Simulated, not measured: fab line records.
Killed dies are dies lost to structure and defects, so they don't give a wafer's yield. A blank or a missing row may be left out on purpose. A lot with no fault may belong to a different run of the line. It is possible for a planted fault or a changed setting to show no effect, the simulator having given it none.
2 desks, one fault + flow gf180mcu + only its own numbers are on each desk; what lay behind them is given at the end

## FOR THE TOOL OWNER'S DESK: pvd_sputter-03
At GF_CONTACT_SPUTTER_23 (material TiN, target thk 10 nm, time 40 s) the tool's own readings: per lot run on this tool, the mean of the sampled wafers that have a number. If a lot's mean is further than 4 standard deviations from the usual mean, the lot is out of limits and carries the mark OUT (the distance appears in the brackets).
Columns: A = throttle_valve_pct at GF_CONTACT_SPUTTER_23, usual 30.6 %
| lot  | first seen here | A    |
|------|-----------------|------|
| L408 | day 17 04:29    | 30.4 |
| L409 | day 17 11:51    | 31.6 |
| L410 | day 18 03:36    | 30.8 |
| L413 | day 19 05:51    | 30.6 |
| L421 | day 21 20:29    | 30.7 |
| L423 | day 22 16:50    | 30.3 |
Result from this desk: across the 6 lots, nothing is out of limits.

## FROM THE METROLOGY DESK
What the gauges read, lot by lot, whatever tool the lot ran on: means of the sampled wafers that have a number. If a lot's mean is further than 4 standard deviations from the usual mean, the lot is out of limits and carries the mark OUT (the distance appears in the brackets).
Columns: A = PASSIVATION_CVD_00_THK at GF_PASSIVATION_THK_MEAS_01, usual 999 nm; B = PASSIVATION_CVD_02_THK at GF_PASSIVATION_THK_MEAS_03, usual 703 nm
| lot  | first seen here | A    | B   |
|------|-----------------|------|-----|
| L405 | day 28 06:31    | 1005 | 704 |
| L406 | day 28 18:19    | 997  | 704 |
| L408 | day 29 04:39    | 1002 | 700 |
| L407 | day 29 07:40    | 1020 | 703 |
| L409 | day 29 12:30    | 1004 | 707 |
| L410 | day 29 23:05    | 997  | 695 |
| L412 | day 30 12:16    | 996  | 706 |
| L413 | day 30 18:38    | 992  | 703 |
| L414 | day 31 02:11    | 999  | 704 |
| L417 | day 31 18:53    | 1019 | 697 |
| L421 | day 32 17:27    | 991  | 715 |
| L423 | day 33 08:04    | 983  | 690 |
| L426 | day 34 10:08    | 996  | 712 |
| L428 | day 34 12:52    | 996  | 697 |
Result from this desk: across the 14 lots, nothing is out of limits.

## TAKEN TOGETHER
The desk of the tool owner found nothing out of limits.
At the metrology desk, nothing out of limits was observed.

## WHAT THE SIMULATOR HAD INSERTED
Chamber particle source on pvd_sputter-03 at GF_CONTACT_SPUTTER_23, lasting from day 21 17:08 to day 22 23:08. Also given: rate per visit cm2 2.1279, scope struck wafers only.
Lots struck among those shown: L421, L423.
